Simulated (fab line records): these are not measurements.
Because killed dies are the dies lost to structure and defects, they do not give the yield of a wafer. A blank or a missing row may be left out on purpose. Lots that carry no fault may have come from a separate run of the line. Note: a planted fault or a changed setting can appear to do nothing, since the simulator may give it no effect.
The same fault as seen by 2 desks ; flow gf180mcu ; numbers are kept per desk, each desk with only its own; the story behind them comes last

METROLOGY DESK
Means of the sampled wafers that have a number, per lot and without regard to the tool the lot ran on: this is what the gauges read. The brackets show how far a lot's mean lies from the usual mean; more than 4 standard deviations puts the lot out of limits, marked OUT.
Columns: A = cd_nm at GF_PSD_CD_MEAS_07, usual 398.8 nm; B = PSD_OVL at GF_PSD_OVL_MEAS_08, usual 0.4 nm; C = NSD_RS at GF_PSD_RS_MEAS_14, usual 46.15 ohm/sq
lot;first seen here;A;B;C
L979;day 14 20:23;396.7;-0.4;46.13
L980;day 15 01:24;396.1;-1.2;46.21
L981;day 15 20:10;396.4;-0.0;46.20
L982;day 16 04:10;396.8;0.7;46.25
L983;day 16 15:10;398.8;0.7;46.18
L984;day 17 00:57;399.0;-0.5;46.09
L986;day 17 11:44;399.3;-0.2;46.22
L988;day 18 12:11;397.0;1.2;46.12
L989;day 18 15:08;402.9;0.7;46.13
L997;day 21 11:26;399.9;1.1;46.17
L999;day 22 02:43;399.1;1.8;46.11
L100;day 22 11:17;398.0;0.4;46.19
L101;day 22 23:19;401.1;1.2;46.19
This desk found nothing out of limits on any of the 13 lots.

FOR THE TOOL OWNER'S DESK: wet_bench-02
The tool's own readings at GF_PSD_CLEAN_12 (cleans in SC1/SC2, time 150 s): means of the sampled wafers that have a number, for each lot that ran on this tool. The brackets show how far a lot's mean lies from the usual mean; more than 4 standard deviations puts the lot out of limits, marked OUT.
Columns: A = run_length_s at GF_PSD_CLEAN_12, usual 178 s
lot;first seen here;A
L984;day 17 01:23;176
L986;day 17 12:12;175
L997;day 21 11:53;191
L999;day 22 03:10;176
This desk found nothing out of limits on any of the 4 lots.

BROUGHT TOGETHER
The metrology desk saw nothing out of limits.
The tool owner's desk saw nothing out of limits.

WHAT WAS PUT IN BY THE SIMULATOR
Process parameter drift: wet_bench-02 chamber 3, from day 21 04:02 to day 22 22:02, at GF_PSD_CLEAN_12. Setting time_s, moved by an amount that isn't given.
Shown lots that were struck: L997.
